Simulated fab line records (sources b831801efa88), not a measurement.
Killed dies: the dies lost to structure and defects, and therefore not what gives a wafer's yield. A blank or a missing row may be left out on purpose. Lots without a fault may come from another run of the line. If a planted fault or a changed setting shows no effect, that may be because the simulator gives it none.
Matching of chambers | flow gf180mcu | GF_V4_CMP_26 on cmp-02 has 4 sister chambers
The step polishes, stops on SiO2, t overpolish 15 s, target thk 0 nm. 7 wafers are shown with their chamber, then 7 later ones without.

## WAFERS, EACH WITH ITS CHAMBER
wafer  | chamber | motor_current_A (A) | time_to_endpoint_s (s)
L251.4 | 1       | 9.2                 | 91
L261.6 | 3       | 9.3                 | 82
L263.2 | 3       | 8.7                 | 82
L263.4 | 2       | 9.9                 | 85
L263.6 | 0       | 11.6                | 96
L268.4 | 0       | 12.1                | 94
L268.5 | 2       | 9.9                 | 87

## WAFERS WITHOUT THEIR CHAMBER
wafer  | motor_current_A (A) | time_to_endpoint_s (s)
L268.6 | 9.5                 | 87
L272.2 | 11.8                | 94
L272.5 | 12.3                | 92
L272.6 | 9.2                 | 85
L274.4 | 9.7                 | 87
L274.5 | 11.5                | 92
L274.6 | 9.2                 | 84

## WHICH CHAMBER EACH ONE RAN IN
wafer  | from the rows above     | in truth
L268.6 | 2                       | 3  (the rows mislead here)
L272.2 | 0                       | 0
L272.5 | 0                       | 0
L272.6 | can't be placed: 2 or 3 | 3
L274.4 | 2                       | 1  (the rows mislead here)
L274.5 | 0                       | 0
L274.6 | can't be placed: 3 or 2 | 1
Correct placement for 3 of the 7. Not placeable from these rows: 2 (in 1, the candidates include the true chamber). Placed wrongly: 2.
How it was worked out, from the rows above alone: a wafer's distance from a chamber is the root of the sum, over the readings, of the square of ((its reading less the chamber's mean) divided by the reading's scatter). If the next closest chamber is less than 2 further off than the closest, the wafer can't be placed; otherwise it belongs to the closest. For every chamber, the mean is computed from those of its wafers that are shown. The scatter: take each reading less its chamber's mean, square it, sum over the shown wafers, divide by the number of wafers less the number of chambers, and take the root.
